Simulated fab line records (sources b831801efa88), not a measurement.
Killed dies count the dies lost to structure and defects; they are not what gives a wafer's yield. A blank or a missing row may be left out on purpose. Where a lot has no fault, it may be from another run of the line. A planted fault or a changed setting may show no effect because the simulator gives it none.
fab line records / flow sky130
record lots=4 wafers=12 lastDay=49
route steps=708 shown LDD_LDN@292 SPACER@304 POLY_CUT@307 SD_P@320 RES_XHIGH@332 SALICIDE@361 PAD_OPEN@708
lots that met no fault: taken from a fault-free run of the same line
startH: hours from the record's first day to the start of the lot's first wafer shown / waitH: time in hours since the lot's previous step / " identical to the entry in the row above / L1.1+2: one row covering several wafers at once / - either no value or no given start / * or withheld: withheld / < > ~ a bound
route shown NAME@n: a module of which the file shows steps, and the number in the route of the first / usual: average and standard deviation across the fault-free wafers / same: alike in all rows / chamber/n: place in a boat / sites: readings site by site / _std_site: standard deviation across them / _edge_site: outer sites' mean less inner sites' / radiusMm: for every site, how far away it sits from the centre of the wafer / mask NAME#n: copy n / behind: the most recent tool/chamber to have shaped the wafer / hold: the reason the lot was held/the length of the hold in hours/how it ended / device: the n, p or np transistor that did not switch / end of line: the tests these same wafers got at the end of their route / step lacking rows: just its recipe / killed: dies that structure and defects cost at the first sort, which is not the same as the wafer's yield / map: shows each die of a wafer: x if killed, . if not, _ if none is there
set.NAME: the setting that was run; set.NAME@STEP: the one run at that earlier step / model.NAME: the simulator's own value behind a step, which no gauge read
lots at some steps of the route; a table a step, a row a wafer
services: when a tool's chamber went out of use (startH, in hours from the record's first day, below 0 if earlier), for how many hours, and the reason
## steps
# step SKY_LDD_LDN_SOFTBAKE_03
# recipe tempC=90 timeS=60 resist=NOVOLAK
# step SKY_LDD_LDN_EXPOSE_04
# recipe maskId=LDNTM na=0.6 sourceShape=conventional sigmaOuter=0.6 polarization=unpolarized targetCdNm=700 doseMj=140
# step SKY_LDD_LDN_PEB_05
# recipe tempC=withheld timeS=* resist=NOVOLAK
# step SKY_LDD_LDN_DEVELOP_06
# recipe resist=NOVOLAK developer=TMAH developTimeS=60 devTempC=23
# step SKY_LDD_LDN_IMPLANT_08
# recipe species=As energyKev=15 doseCm2=1.25e+13 tiltDeg=withheld rotationDeg=23
# step SKY_LDD_LDN_IMPLANT_09
# recipe species=As energyKev=14.78 doseCm2=1.25e+13 tiltDeg=withheld rotationDeg=113
# step SKY_LDD_LDN_IMPLANT_10
# recipe species=As energyKev=15 doseCm2=1.25e+13 tiltDeg=withheld rotationDeg=203
# step SKY_LDD_LDN_IMPLANT_11
# recipe species=As energyKev=15 doseCm2=1.25e+13 tiltDeg=withheld rotationDeg=293
# step SKY_LDD_LDN_STRIP_12
# recipe chemistry=O2/N2 powerW=1400 pressureMtorr=1500 platenTempC=withheld o2FlowSccm=3000 n2FlowSccm=300 overashFraction=0.5
# step SKY_LDD_LDN_CLEAN_14
# recipe chemistry=SC1/SC2 mix=1:4:20 tempC=70 timeS=150 dry=n2Spin
# step SKY_SPACER_CVD_00
# recipe material=Si3N4 precursor=DCS/NH3 targetThkNm=43.1 tempC=770 timeS=740 pressureMtorr=250
# usual spikeTcTopC=786.6/1.3
lot.wafer=L778.3 tool=lpcvd-02 chamber=0 startH=551.70 waitH=0.0 spikeTcTopC=786.7 model.Si3N4_of_SPACER_CVD_00.thkNm=43
lot.wafer=L778.4 tool=lpcvd-02 chamber=0 startH=551.70 waitH=0.0 spikeTcTopC=787.0 model.Si3N4_of_SPACER_CVD_00.thkNm=42.98
lot.wafer=L778.5 tool=lpcvd-02 chamber=0 startH=551.70 waitH=0.0 spikeTcTopC=787.5 model.Si3N4_of_SPACER_CVD_00.thkNm=43.15
lot.wafer=L781.1 tool=lpcvd-02 chamber=1 startH=570.02 waitH=0.0 spikeTcTopC=784.9 model.Si3N4_of_SPACER_CVD_00.thkNm=43.96
lot.wafer=L781.3 tool=lpcvd-02 chamber=1 startH=570.02 waitH=0.0 spikeTcTopC=786.2 model.Si3N4_of_SPACER_CVD_00.thkNm=43.97
lot.wafer=L781.4 tool=lpcvd-02 chamber=1 startH=570.02 waitH=0.0 spikeTcTopC=787.9 model.Si3N4_of_SPACER_CVD_00.thkNm=44.29
lot.wafer=L791.2 tool=lpcvd-02 chamber=0 startH=650.79 waitH=0.1 spikeTcTopC=786.1 model.Si3N4_of_SPACER_CVD_00.thkNm=37.53
lot.wafer=L791.3 tool=lpcvd-02 chamber=0 startH=650.79 waitH=0.1 spikeTcTopC=787.7 model.Si3N4_of_SPACER_CVD_00.thkNm=37.88
lot.wafer=L791.6 tool=lpcvd-02 chamber=0 startH=650.79 waitH=0.1 spikeTcTopC=786.5 model.Si3N4_of_SPACER_CVD_00.thkNm=37.33
lot.wafer=L792.1 tool=lpcvd-02 chamber=0 startH=656.92 waitH=0.0 spikeTcTopC=787.1 model.Si3N4_of_SPACER_CVD_00.thkNm=38.21
lot.wafer=L792.2 tool=lpcvd-02 chamber=0 startH=656.92 waitH=0.0 spikeTcTopC=788.0 model.Si3N4_of_SPACER_CVD_00.thkNm=38.32
lot.wafer=L792.5 tool=lpcvd-02 chamber=0 startH=656.92 waitH=0.0 spikeTcTopC=788.5 model.Si3N4_of_SPACER_CVD_00.thkNm=37.89
# step SKY_SPACER_THK_MEAS_01
# recipe reads=Si3N4_of_SPACER_CVD_00
# usual SPACER_CVD_00_THK=43.3/0.47
lot.wafer=L778.3 tool=filmMetro-02 chamber=- startH=552.93 waitH=0.0 hold=- SPACER_CVD_00_THK[nm]=43.0
lot.wafer=L778.4 tool=filmMetro-02 chamber=- startH=552.93 waitH=0.0 hold=- SPACER_CVD_00_THK[nm]=43.0
lot.wafer=L778.5 tool=filmMetro-02 chamber=- startH=552.93 waitH=0.0 hold=- SPACER_CVD_00_THK[nm]=43.2
lot.wafer=L781.1 tool=filmMetro-01 chamber=- startH=571.23 waitH=0.0 hold=- SPACER_CVD_00_THK[nm]=44.0
lot.wafer=L781.3 tool=filmMetro-01 chamber=- startH=571.23 waitH=0.0 hold=- SPACER_CVD_00_THK[nm]=44.0
lot.wafer=L781.4 tool=filmMetro-01 chamber=- startH=571.23 waitH=0.0 hold=- SPACER_CVD_00_THK[nm]=44.3
lot.wafer=L791.2 tool=filmMetro-04 chamber=- startH=652.01 waitH=0.0 hold=awaitDispo/0.2h/release SPACER_CVD_00_THK[nm]=37.5
lot.wafer=L791.3 tool=filmMetro-04 chamber=- startH=652.01 waitH=0.0 hold=awaitDispo/0.2h/release SPACER_CVD_00_THK[nm]=37.9
lot.wafer=L791.6 tool=filmMetro-04 chamber=- startH=652.01 waitH=0.0 hold=awaitDispo/0.2h/release SPACER_CVD_00_THK[nm]=37.3
lot.wafer=L791.2 tool=filmMetro-04 chamber=- startH=652.30 waitH=0.3 hold=- SPACER_CVD_00_THK[nm]=37.5
lot.wafer=L791.3 tool=filmMetro-04 chamber=- startH=652.30 waitH=0.3 hold=- SPACER_CVD_00_THK[nm]=37.9
lot.wafer=L791.6 tool=filmMetro-04 chamber=- startH=652.30 waitH=0.3 hold=- SPACER_CVD_00_THK[nm]=37.3
lot.wafer=L792.1 tool=filmMetro-04 chamber=- startH=658.13 waitH=0.0 hold=awaitDispo/0.2h/release SPACER_CVD_00_THK[nm]=38.2
lot.wafer=L792.2 tool=filmMetro-04 chamber=- startH=658.13 waitH=0.0 hold=awaitDispo/0.2h/release SPACER_CVD_00_THK[nm]=38.3
lot.wafer=L792.5 tool=filmMetro-04 chamber=- startH=658.13 waitH=0.0 hold=awaitDispo/0.2h/release SPACER_CVD_00_THK[nm]=37.9
lot.wafer=L792.1 tool=filmMetro-04 chamber=- startH=658.36 waitH=0.2 hold=- SPACER_CVD_00_THK[nm]=38.2
lot.wafer=L792.2 tool=filmMetro-04 chamber=- startH=658.36 waitH=0.2 hold=- SPACER_CVD_00_THK[nm]=38.3
lot.wafer=L792.5 tool=filmMetro-04 chamber=- startH=658.36 waitH=0.2 hold=- SPACER_CVD_00_THK[nm]=37.9
# step SKY_SPACER_ETCHBACK_02
# recipe chemistry=CH3F/O2 target=Si3N4 stopOn=SiO2 sourceW=400 biasW=80 pressureMtorr=25 ch3fFlowSccm=40 O2_flow_sccm=30 timeS=46.7 targetDepthA=450
# usual drypumpMotorCurrentA=5.8/0.38 oesProductAu=0.857/0.0066 rfFwdPowerW=396.0/1.6 throttleValvePct=10.562/0.0092
lot.wafer=L778.3 tool=rieDiel-04 chamber=0 startH=552.97 waitH=0.0 hold=- drypumpMotorCurrentA=6.3 oesProductAu=0.849 rfFwdPowerW=396.8 rfHoursCounterH=8 throttleValvePct=10.563 model.etch.depthNm=43
lot.wafer=L778.4 tool=rieDiel-04 chamber=1 startH=552.97 waitH=0.0 hold=- drypumpMotorCurrentA=5.9 oesProductAu=0.850 rfFwdPowerW=398.4 rfHoursCounterH=70 throttleValvePct=10.553 model.etch.depthNm=42.98
lot.wafer=L778.5 tool=rieDiel-04 chamber=2 startH=552.97 waitH=0.0 hold=- drypumpMotorCurrentA=5.6 oesProductAu=0.845 rfFwdPowerW=397.8 rfHoursCounterH=- throttleValvePct=10.567 model.etch.depthNm=43.15
lot.wafer=L781.1 tool=rieDiel-04 chamber=1 startH=571.29 waitH=0.1 hold=- drypumpMotorCurrentA=6.0 oesProductAu=0.864 rfFwdPowerW=399.5 rfHoursCounterH=70 throttleValvePct=10.557 model.etch.depthNm=43.96
lot.wafer=L781.3 tool=rieDiel-04 chamber=0 startH=571.29 waitH=0.1 hold=- drypumpMotorCurrentA=6.3 oesProductAu=0.861 rfFwdPowerW=394.7 rfHoursCounterH=8 throttleValvePct=10.555 model.etch.depthNm=43.97
lot.wafer=L781.4 tool=rieDiel-04 chamber=3 startH=571.29 waitH=0.1 hold=- drypumpMotorCurrentA=6.1 oesProductAu=0.870 rfFwdPowerW=397.5 rfHoursCounterH=2 throttleValvePct=10.578 model.etch.depthNm=44.29
lot.wafer=L791.2 tool=rieDiel-01 chamber=2 startH=658.53 waitH=6.2 hold=awaitDispo/6.2h/release drypumpMotorCurrentA=5.2 oesProductAu=0.791 rfFwdPowerW=397.2 rfHoursCounterH=8 throttleValvePct=10.552 model.etch.depthNm=37.53
lot.wafer=L791.3 tool=rieDiel-01 chamber=0 startH=658.53 waitH=6.2 hold=awaitDispo/6.2h/release drypumpMotorCurrentA=5.4 oesProductAu=0.799 rfFwdPowerW=394.7 rfHoursCounterH=2 throttleValvePct=10.545 model.etch.depthNm=37.88
lot.wafer=L791.6 tool=rieDiel-01 chamber=1 startH=658.53 waitH=6.2 hold=awaitDispo/6.2h/release drypumpMotorCurrentA=6.3 oesProductAu=0.791 rfFwdPowerW=393.7 rfHoursCounterH=- throttleValvePct=10.559 model.etch.depthNm=37.33
lot.wafer=L792.1 tool=rieDiel-04 chamber=0 startH=659.18 waitH=0.8 hold=awaitDispo/0.8h/release drypumpMotorCurrentA=6.3 oesProductAu=0.797 rfFwdPowerW=395.1 rfHoursCounterH=10 throttleValvePct=10.568 model.etch.depthNm=38.21
lot.wafer=L792.2 tool=rieDiel-04 chamber=1 startH=659.18 waitH=0.8 hold=awaitDispo/0.8h/release drypumpMotorCurrentA=6.0 oesProductAu=0.796 rfFwdPowerW=397.6 rfHoursCounterH=1 throttleValvePct=10.550 model.etch.depthNm=38.32
lot.wafer=L792.5 tool=rieDiel-04 chamber=0 startH=659.18 waitH=0.8 hold=awaitDispo/0.8h/release drypumpMotorCurrentA=6.3 oesProductAu=0.802 rfFwdPowerW=396.3 rfHoursCounterH=- throttleValvePct=10.559 model.etch.depthNm=37.89
# step SKY_POLY_CUT_DEHYDRATE_00
# recipe tempC=200 timeS=60
# step SKY_POLY_CUT_HMDS_01
# recipe primeTimeS=60 primeTempC=120
# step SKY_POLY_CUT_COAT_02
# recipe resist=BARC tempC=withheld timeS=withheld spinRpm=3000 resistThkNm=60
# step SKY_POLY_CUT_COAT_03
# recipe resist=KrF-thick spinRpm=3031 resistThkNm=450
# step SKY_POLY_CUT_SOFTBAKE_04
# recipe tempC=100 timeS=90 resist=KrF-thick
# step SKY_POLY_CUT_EXPOSE_05
# recipe maskId=NPCM na=0.8 sourceShape=annular sigmaInner=0.55 sigmaOuter=0.85 targetCdNm=270 doseMj=32
# step SKY_POLY_CUT_PEB_06
# recipe pebTempC=withheld pebTimeS=withheld resist=KrF-thick
# step SKY_POLY_CUT_DEVELOP_07
# recipe developTimeS=60 resist=KrF-thick devTempC=21
# step SKY_POLY_CUT_ETCH_10
# recipe chemistry=N2/H2 target=BARC ionEnergyEv=200 sourceW=500 biasW=100 pressureMtorr=30 n2FlowSccm=100 h2FlowSccm=200 stopOn=SiO2 timeS=45.9 targetDepthA=600
# step SKY_POLY_CUT_ETCH_11
# recipe target=Si3N4 chemistry=CF4/CH2F2/Ar stopOn=poly-Si sourceW=600 biasW=150 pressureMtorr=40 cf4FlowSccm=40 ch2f2FlowSccm=20 Ar_flow_sccm=150 timeS=42.5 targetDepthA=600
# step SKY_POLY_CUT_STRIP_12
# recipe chemistry=O2/N2 powerW=1400 pressureMtorr=1500 platenTempC=withheld o2FlowSccm=3000 n2FlowSccm=300 overashFraction=0.5
# step SKY_SD_P_DEHYDRATE_00
# recipe tempC=200 timeS=60
# step SKY_SD_P_HMDS_01
# recipe primeTimeS=60 primeTempC=120
# step SKY_SD_P_COAT_02
# recipe resist=NOVOLAK spinRpm=3000 resistThkNm=1140
# step SKY_SD_P_SOFTBAKE_03
# recipe tempC=90 timeS=60 resist=NOVOLAK
# step SKY_SD_P_EXPOSE_04
# recipe maskId=PSDM na=0.6 sourceShape=conventional sigmaOuter=0.6 polarization=unpolarized targetCdNm=380 doseMj=138
# step SKY_SD_P_PEB_05
# recipe tempC=withheld timeS=* resist=NOVOLAK
# step SKY_SD_P_DEVELOP_06
# recipe resist=NOVOLAK developer=TMAH developTimeS=60 devTempC=23
# step SKY_SD_P_IMPLANT_09
# recipe species=BF2 energyKev=20 doseCm2=3e+15 tiltDeg=0
# step SKY_SD_P_STRIP_10
# recipe chemistry=O2/N2 powerW=1400 pressureMtorr=1500 platenTempC=withheld o2FlowSccm=3000 n2FlowSccm=300 overashFraction=0.5
# step SKY_RES_XHIGH_DEHYDRATE_00
# recipe tempC=200 timeS=60
# step SKY_RES_XHIGH_HMDS_01
# recipe primeTimeS=60 primeTempC=120
# step SKY_SALICIDE_CLEAN_00
# recipe chemistry=HF-last timeS=30 dilution=100:1 dry=ipaMarangoni
lot.wafer=L778.3 tool=wetBench-02 chamber=3 startH=669.93 waitH=0.1 model.Si3N4_of_SPACER_CVD_00.thkNm=42.05
lot.wafer=L778.4 tool=wetBench-02 chamber=3 startH=669.93 waitH=0.1 model.Si3N4_of_SPACER_CVD_00.thkNm=42.02
lot.wafer=L778.5 tool=wetBench-02 chamber=3 startH=669.93 waitH=0.1 model.Si3N4_of_SPACER_CVD_00.thkNm=42.2
lot.wafer=L781.1+3 tool=wetBench-03 chamber=2 startH=686.06 waitH=0.1 model.Si3N4_of_SPACER_CVD_00.thkNm=42.99
lot.wafer=L781.4 tool=wetBench-03 chamber=2 startH=686.06 waitH=0.1 model.Si3N4_of_SPACER_CVD_00.thkNm=43.32
lot.wafer=L791.2 tool=wetBench-03 chamber=3 startH=763.71 waitH=0.1 model.Si3N4_of_SPACER_CVD_00.thkNm=36.54
lot.wafer=L791.3 tool=wetBench-03 chamber=3 startH=763.71 waitH=0.1 model.Si3N4_of_SPACER_CVD_00.thkNm=36.88
lot.wafer=L791.6 tool=wetBench-03 chamber=3 startH=763.71 waitH=0.1 model.Si3N4_of_SPACER_CVD_00.thkNm=36.33
lot.wafer=L792.1 tool=wetBench-04 chamber=3 startH=770.73 waitH=0.1 model.Si3N4_of_SPACER_CVD_00.thkNm=37.24
lot.wafer=L792.2 tool=wetBench-04 chamber=3 startH=770.73 waitH=0.1 model.Si3N4_of_SPACER_CVD_00.thkNm=37.36
lot.wafer=L792.5 tool=wetBench-04 chamber=3 startH=770.73 waitH=0.1 model.Si3N4_of_SPACER_CVD_00.thkNm=36.92
# step SKY_PAD_OPEN_PROBE_99
# usual killed_at_M0_to_M3=44/6.8 killed_at_M4_up=3.1/1.8 killedAtContacts=25/5.2 killedAtFrontEnd=15/4.1 killedAtOther=0.3/0.62 killedDies=88/9.4 killedOpen=48/7.1 killedShort=40/6.1
# same grossDies=492 killedAtBackSide=0
lot.wafer=L778.3 tool=prober-01 chamber=- startH=1090.48 waitH=0.2 killed_at_M0_to_M3=39 killed_at_M4_up=2 killedAtContacts=26 killedAtFrontEnd=18 killedAtOther=0 killedDies=85 killedOpen=39 killedShort=44 model.etest.pfet_01v8.rOnOhmUm=3037 model.etest.sonosUncharged.rOnOhmUm=829.5 model.etest.pfet_01v8.driveUaUm=183.3 model.etest.sramPfetLatch.driveUaUm=128.1 model.etest.pfet_01v8_hvt.driveUaUm=133.9 model.etest.pfet_01v8_mvt.driveUaUm=145.6 model.etest.pfet_01v8_lvt.driveUaUm=168.2 model.etest.ring_1v8.delayPs=21.83
lot.wafer=L778.4 tool=prober-01 chamber=- startH=1090.53 waitH=0.2 killed_at_M0_to_M3=42 killed_at_M4_up=3 killedAtContacts=29 killedAtFrontEnd=19 killedAtOther=0 killedDies=93 killedOpen=53 killedShort=40 model.etest.pfet_01v8.rOnOhmUm=2971 model.etest.sonosUncharged.rOnOhmUm=807.6 model.etest.pfet_01v8.driveUaUm=188.4 model.etest.sramPfetLatch.driveUaUm=136.4 model.etest.pfet_01v8_hvt.driveUaUm=139.7 model.etest.pfet_01v8_mvt.driveUaUm=148.3 model.etest.pfet_01v8_lvt.driveUaUm=170.1 model.etest.ring_1v8.delayPs=21.22
lot.wafer=L778.5 tool=prober-01 chamber=- startH=1090.58 waitH=0.2 killed_at_M0_to_M3=43 killed_at_M4_up=1 killedAtContacts=14 killedAtFrontEnd=13 killedAtOther=1 killedDies=72 killedOpen=34 killedShort=38 model.etest.pfet_01v8.rOnOhmUm=3003 model.etest.sonosUncharged.rOnOhmUm=813 model.etest.pfet_01v8.driveUaUm=187.4 model.etest.sramPfetLatch.driveUaUm=132.1 model.etest.pfet_01v8_hvt.driveUaUm=136.7 model.etest.pfet_01v8_mvt.driveUaUm=147.7 model.etest.pfet_01v8_lvt.driveUaUm=170.7 model.etest.ring_1v8.delayPs=21.33
lot.wafer=L781.1 tool=prober-02 chamber=- startH=1106.18 waitH=0.1 killed_at_M0_to_M3=39 killed_at_M4_up=5 killedAtContacts=22 killedAtFrontEnd=14 killedAtOther=0 killedDies=80 killedOpen=42 killedShort=38 model.etest.pfet_01v8.rOnOhmUm=2933 model.etest.sonosUncharged.rOnOhmUm=800.2 model.etest.pfet_01v8.driveUaUm=191.3 model.etest.sramPfetLatch.driveUaUm=140.3 model.etest.pfet_01v8_hvt.driveUaUm=141.8 model.etest.pfet_01v8_mvt.driveUaUm=150.8 model.etest.pfet_01v8_lvt.driveUaUm=171.5 model.etest.ring_1v8.delayPs=21.03
lot.wafer=L781.3 tool=prober-02 chamber=- startH=1106.28 waitH=0.2 killed_at_M0_to_M3=50 killed_at_M4_up=4 killedAtContacts=28 killedAtFrontEnd=14 killedAtOther=0 killedDies=96 killedOpen=60 killedShort=36 model.etest.pfet_01v8.rOnOhmUm=2969 model.etest.sonosUncharged.rOnOhmUm=813.5 model.etest.pfet_01v8.driveUaUm=185.5 model.etest.sramPfetLatch.driveUaUm=138.9 model.etest.pfet_01v8_hvt.driveUaUm=137.7 model.etest.pfet_01v8_mvt.driveUaUm=149.3 model.etest.pfet_01v8_lvt.driveUaUm=169.8 model.etest.ring_1v8.delayPs=21.83
lot.wafer=L781.4 tool=prober-02 chamber=- startH=1106.33 waitH=0.2 killed_at_M0_to_M3=46 killed_at_M4_up=5 killedAtContacts=23 killedAtFrontEnd=9 killedAtOther=1 killedDies=84 killedOpen=43 killedShort=41 model.etest.pfet_01v8.rOnOhmUm=2920 model.etest.sonosUncharged.rOnOhmUm=813.9 model.etest.pfet_01v8.driveUaUm=193.8 model.etest.sramPfetLatch.driveUaUm=143.6 model.etest.pfet_01v8_hvt.driveUaUm=141.4 model.etest.pfet_01v8_mvt.driveUaUm=149.1 model.etest.pfet_01v8_lvt.driveUaUm=167.5 model.etest.ring_1v8.delayPs=20.95
lot.wafer=L791.2 tool=prober-02 chamber=- startH=1158.03 waitH=0.1 killed_at_M0_to_M3=44 killed_at_M4_up=1 killedAtContacts=27 killedAtFrontEnd=10 killedAtOther=3 killedDies=85 killedOpen=43 killedShort=39 model.etest.pfet_01v8.rOnOhmUm=2817 model.etest.sonosUncharged.rOnOhmUm=768.1 model.etest.pfet_01v8.driveUaUm=198.5 model.etest.sramPfetLatch.driveUaUm=144 model.etest.pfet_01v8_hvt.driveUaUm=145.8 model.etest.pfet_01v8_mvt.driveUaUm=153.2 model.etest.pfet_01v8_lvt.driveUaUm=172 model.etest.ring_1v8.delayPs=21.1
lot.wafer=L791.3 tool=prober-02 chamber=- startH=1158.08 waitH=0.2 killed_at_M0_to_M3=37 killed_at_M4_up=4 killedAtContacts=27 killedAtFrontEnd=15 killedAtOther=0 killedDies=83 killedOpen=41 killedShort=42 model.etest.pfet_01v8.rOnOhmUm=2801 model.etest.sonosUncharged.rOnOhmUm=768.8 model.etest.pfet_01v8.driveUaUm=198.4 model.etest.sramPfetLatch.driveUaUm=153 model.etest.pfet_01v8_hvt.driveUaUm=148.6 model.etest.pfet_01v8_mvt.driveUaUm=153.1 model.etest.pfet_01v8_lvt.driveUaUm=173 model.etest.ring_1v8.delayPs=20.64
lot.wafer=L791.6 tool=prober-02 chamber=- startH=1158.23 waitH=0.2 killed_at_M0_to_M3=26 killed_at_M4_up=3 killedAtContacts=24 killedAtFrontEnd=25 killedAtOther=1 killedDies=79 killedOpen=35 killedShort=44 model.etest.pfet_01v8.rOnOhmUm=2791 model.etest.sonosUncharged.rOnOhmUm=774.9 model.etest.pfet_01v8.driveUaUm=202 model.etest.sramPfetLatch.driveUaUm=149.4 model.etest.pfet_01v8_hvt.driveUaUm=151.1 model.etest.pfet_01v8_mvt.driveUaUm=156.2 model.etest.pfet_01v8_lvt.driveUaUm=175.2 model.etest.ring_1v8.delayPs=20.78
lot.wafer=L792.1 tool=prober-01 chamber=- startH=1164.10 waitH=0.1 killed_at_M0_to_M3=46 killed_at_M4_up=4 killedAtContacts=24 killedAtFrontEnd=18 killedAtOther=0 killedDies=92 killedOpen=54 killedShort=36 model.etest.pfet_01v8.rOnOhmUm=2770 model.etest.sonosUncharged.rOnOhmUm=766.7 model.etest.pfet_01v8.driveUaUm=203.5 model.etest.sramPfetLatch.driveUaUm=149.5 model.etest.pfet_01v8_hvt.driveUaUm=151.1 model.etest.pfet_01v8_mvt.driveUaUm=155.3 model.etest.pfet_01v8_lvt.driveUaUm=172.6 model.etest.ring_1v8.delayPs=20.57
lot.wafer=L792.2 tool=prober-01 chamber=- startH=1164.15 waitH=0.1 killed_at_M0_to_M3=50 killed_at_M4_up=4 killedAtContacts=25 killedAtFrontEnd=24 killedAtOther=1 killedDies=104 killedOpen=57 killedShort=46 model.etest.pfet_01v8.rOnOhmUm=2785 model.etest.sonosUncharged.rOnOhmUm=780.8 model.etest.pfet_01v8.driveUaUm=202.2 model.etest.sramPfetLatch.driveUaUm=151.7 model.etest.pfet_01v8_hvt.driveUaUm=152.5 model.etest.pfet_01v8_mvt.driveUaUm=155.1 model.etest.pfet_01v8_lvt.driveUaUm=173.4 model.etest.ring_1v8.delayPs=20.47
lot.wafer=L792.5 tool=prober-01 chamber=- startH=1164.30 waitH=0.2 killed_at_M0_to_M3=43 killed_at_M4_up=4 killedAtContacts=21 killedAtFrontEnd=18 killedAtOther=0 killedDies=86 killedOpen=48 killedShort=38 model.etest.pfet_01v8.rOnOhmUm=2815 model.etest.sonosUncharged.rOnOhmUm=769.8 model.etest.pfet_01v8.driveUaUm=197.2 model.etest.sramPfetLatch.driveUaUm=143.2 model.etest.pfet_01v8_hvt.driveUaUm=145.7 model.etest.pfet_01v8_mvt.driveUaUm=152 model.etest.pfet_01v8_lvt.driveUaUm=170.4 model.etest.ring_1v8.delayPs=21.04
# killed by level:class
L778.3 METAL1:geometricParticle:short=11 LI_CONTACT:geometricParticle:open=8 CONTACT:geometricParticle:open=8 VIA1:geometricParticle:open=8 VIA1:geometricParticle:short=5 VIA3:geometricParticle:open=5 FIELD_ISO:geometricParticle:short=4 POLY_GATE:geometricParticle:short=4
L778.4 CONTACT:geometricParticle:short=11 VIA1:geometricParticle:open=10 POLY_GATE:geometricParticle:open=8 LI_CONTACT:geometricParticle:open=8 CONTACT:geometricParticle:open=7 METAL1:geometricParticle:short=7 VIA3:geometricParticle:open=7 VIA2:geometricParticle:open=6
L778.5 METAL1:geometricParticle:short=9 VIA1:geometricParticle:open=6 METAL2:geometricParticle:short=6 VIA2:geometricParticle:open=6 POLY_GATE:geometricParticle:short=5 CONTACT:geometricParticle:open=5 VIA3:geometricParticle:open=5 VIA2:geometricParticle:short=5
L781.1 VIA1:geometricParticle:open=7 VIA3:geometricParticle:open=7 LI_CONTACT:geometricParticle:open=6 CONTACT:geometricParticle:short=6 LOCAL_INTERCONNECT:geometricParticle:short=6 VIA1:geometricParticle:short=6 METAL1:geometricParticle:short=5 METAL2:geometricParticle:short=5
L781.3 CONTACT:geometricParticle:open=12 VIA3:geometricParticle:open=11 VIA1:geometricParticle:open=10 VIA2:geometricParticle:open=10 VIA1:geometricParticle:short=8 FIELD_ISO:geometricParticle:short=5 LOCAL_INTERCONNECT:geometricParticle:short=5 FIELD_ISO:geometricParticle:open=4
L781.4 VIA1:geometricParticle:open=10 CONTACT:geometricParticle:open=8 METAL2:geometricParticle:short=7 LI_CONTACT:geometricParticle:open=6 METAL1:geometricParticle:short=6 METAL4:geometricParticle:short=5 VIA1:geometricParticle:short=5 VIA3:geometricParticle:open=5
L791.2 LI_CONTACT:geometricParticle:open=8 VIA1:geometricParticle:open=8 METAL1:geometricParticle:short=6 LI_CONTACT:geometricParticle:short=6 VIA1:geometricParticle:short=5 LOCAL_INTERCONNECT:geometricParticle:short=5 CONTACT:geometricParticle:open=5 VIA2:geometricParticle:open=5
L791.3 CONTACT:geometricParticle:short=11 VIA2:geometricParticle:open=10 LI_CONTACT:geometricParticle:open=8 CONTACT:geometricParticle:open=5 VIA3:geometricParticle:open=5 METAL3:geometricParticle:short=5 POLY_GATE:geometricParticle:short=4 METAL1:geometricParticle:short=4
L791.6 FIELD_ISO:geometricParticle:short=8 VIA3:geometricParticle:open=6 POLY_GATE:geometricParticle:short=5 LI_CONTACT:geometricParticle:short=5 LOCAL_INTERCONNECT:geometricParticle:short=5 CONTACT:geometricParticle:open=5 METAL1:geometricParticle:short=5 FIELD_ISO:geometricParticle:open=4
L792.1 VIA2:geometricParticle:open=10 CONTACT:geometricParticle:open=9 VIA1:geometricParticle:open=9 LI_CONTACT:geometricParticle:open=8 METAL1:geometricParticle:short=8 POLY_GATE:geometricParticle:open=5 FIELD_ISO:geometricParticle:short=4 POLY_GATE:geometricParticle:short=4
L792.2 VIA1:geometricParticle:open=11 CONTACT:geometricParticle:open=9 VIA2:geometricParticle:open=9 FIELD_ISO:geometricParticle:open=8 VIA3:geometricParticle:open=7 METAL1:geometricParticle:short=6 FIELD_ISO:geometricParticle:short=5 LI_CONTACT:geometricParticle:open=5
L792.5 VIA1:geometricParticle:open=13 VIA2:geometricParticle:open=9 VIA3:geometricParticle:open=8 FIELD_ISO:geometricParticle:short=7 LI_CONTACT:geometricParticle:open=4 LI_CONTACT:geometricParticle:short=4 VIA1:geometricParticle:short=4 LOCAL_INTERCONNECT:geometricParticle:short=4
## services
tool=rieDiel-01 chamber=0 startH=533.62 hours=- kind=clean
tool=rieDiel-01 chamber=0 startH=533.62 hours=21.1 kind=scheduledDown
tool=rieDiel-01 chamber=0 startH=533.62 hours=21.1 kind=ventCycle
tool=rieDiel-04 chamber=- startH=537.45 hours=2.8 kind=pm
tool=rieDiel-01 chamber=- startH=579.63 hours=1.1 kind=repair
tool=rieDiel-04 chamber=1 startH=596.85 hours=- kind=clean
tool=rieDiel-04 chamber=1 startH=596.85 hours=16.7 kind=scheduledDown
tool=rieDiel-04 chamber=1 startH=596.85 hours=16.7 kind=ventCycle
tool=wetBench-02 chamber=- startH=616.36 hours=5.0 kind=repair
tool=rieDiel-04 chamber=1 startH=642.17 hours=5.5 kind=repair
tool=rieDiel-01 chamber=3 startH=648.29 hours=13.9 kind=repair
tool=rieDiel-04 chamber=2 startH=648.43 hours=10.5 kind=repair
tool=rieDiel-04 chamber=2 startH=692.65 hours=7.1 kind=repair
tool=rieDiel-04 chamber=0 startH=708.08 hours=6.7 kind=repair
tool=wetBench-02 chamber=- startH=714.66 hours=1.9 kind=pm
tool=lpcvd-02 chamber=- startH=735.72 hours=2.1 kind=repair
## key
firstSign step=SKY_SPACER_THK_MEAS_01 reading=visit direction=added
effect step=SKY_SPACER_THK_MEAS_01 reading=SPACER_CVD_00_THK direction=down sigmas=11 usual=43.3 struck=37.9
effect step=SKY_SPACER_ETCHBACK_02 reading=oesProductAu direction=down sigmas=9.2 usual=0.857 struck=0.796
modelEffect step=SKY_SPACER_CVD_00 value=Si3N4_of_SPACER_CVD_00.thkNm without=43.05 struck=37.86
modelEffect step=SKY_SPACER_ETCHBACK_02 value=etch.depthNm without=43.05 struck=37.86
modelEffect step=SKY_SALICIDE_CLEAN_00 value=Si3N4_of_SPACER_CVD_00.thkNm without=42.08 struck=36.88
modelEffect step=SKY_PAD_OPEN_PROBE_99 value=etest.pfet_01v8.rOnOhmUm without=2959 struck=2796
metAt SKY_SPACER_CVD_00
struckWafers L791.2,L791.3,L791.6,L792.1,L792.2,L792.5
testerLeftOut L791,L792
onsetBetween 551.70 650.79
alsoFits time
fault kind=processParameterDrift tool=lpcvd-02 chamber=0 onsetH=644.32 steps=SKY_SPACER_CVD_00 channel=targetThkNm offset=-5.1951 shape=step endH=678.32 actsIn=theseRecipesOnly stated=43.1
# testerLeftOut: of these lots the tester's yield and bins aren't shown, on N5 and GAA mostly nor the transistor test; their killed dies are dies lost to structure and defects alone, not to doping, threshold or leakage, so they don't give the yield
